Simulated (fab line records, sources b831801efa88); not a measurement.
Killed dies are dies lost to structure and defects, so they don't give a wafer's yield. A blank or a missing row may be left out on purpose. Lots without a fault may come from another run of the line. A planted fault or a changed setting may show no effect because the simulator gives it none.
Chamber matching | flow sky130 | SKY_VIA4_CMP_02 on cmp-01: 4 sister chambers
The step polishes SiO2. 8 wafers are shown with their chamber, then 7 later ones without.

WAFERS WITH THEIR CHAMBER
wafer  | chamber | motor_current_A (A) | retaining_ring_pressure_frac
L292.4 | 1       | 9.6                 | 0.996
L297.1 | 1       | 9.5                 | 1.001
L297.6 | 0       | 12.5                | 0.997
L300.1 | 2       | 14.1                | 0.997
L300.3 | 3       | 10.3                | 0.997
L300.5 | 3       | 10.5                | 1.006
L302.1 | 2       | 15.0                | 1.004
L302.4 | 0       | 12.0                | 0.995

WAFERS WITHOUT THEIR CHAMBER
wafer  | motor_current_A (A) | retaining_ring_pressure_frac
L302.5 | 12.7                | 0.997
L311.3 | 14.5                | 0.999
L311.4 | 12.8                | 0.999
L311.5 | 9.9                 | 1.000
L313.2 | 10.1                | 1.003
L313.3 | 11.7                | 0.997
L313.4 | 10.7                | 1.004

WHICH CHAMBER EACH WENT THROUGH
wafer  | from the rows above     | in truth
L302.5 | 0                       | 0
L311.3 | 2                       | 2
L311.4 | 0                       | 0
L311.5 | can't be placed: 1 or 3 | 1
L313.2 | can't be placed: 3 or 1 | 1
L313.3 | 0                       | 0
L313.4 | 3                       | 3
Placed correctly: 5 of 7. Can't be placed from these rows: 2 (the true chamber is among the candidates in 2). Placed wrongly: 0.
How it was worked out, from the rows above alone: a wafer's distance from a chamber is the root of the sum, over the readings, of the square of ((its reading less the chamber's mean) divided by the reading's scatter). The wafer belongs to the nearest chamber; if the next one is less than 2 further off, it can't be placed. A chamber's mean is the mean of its shown wafers. The scatter: the root of (the sum of the squares of (reading less its chamber's mean) over the shown wafers, divided by (wafers less chambers)).
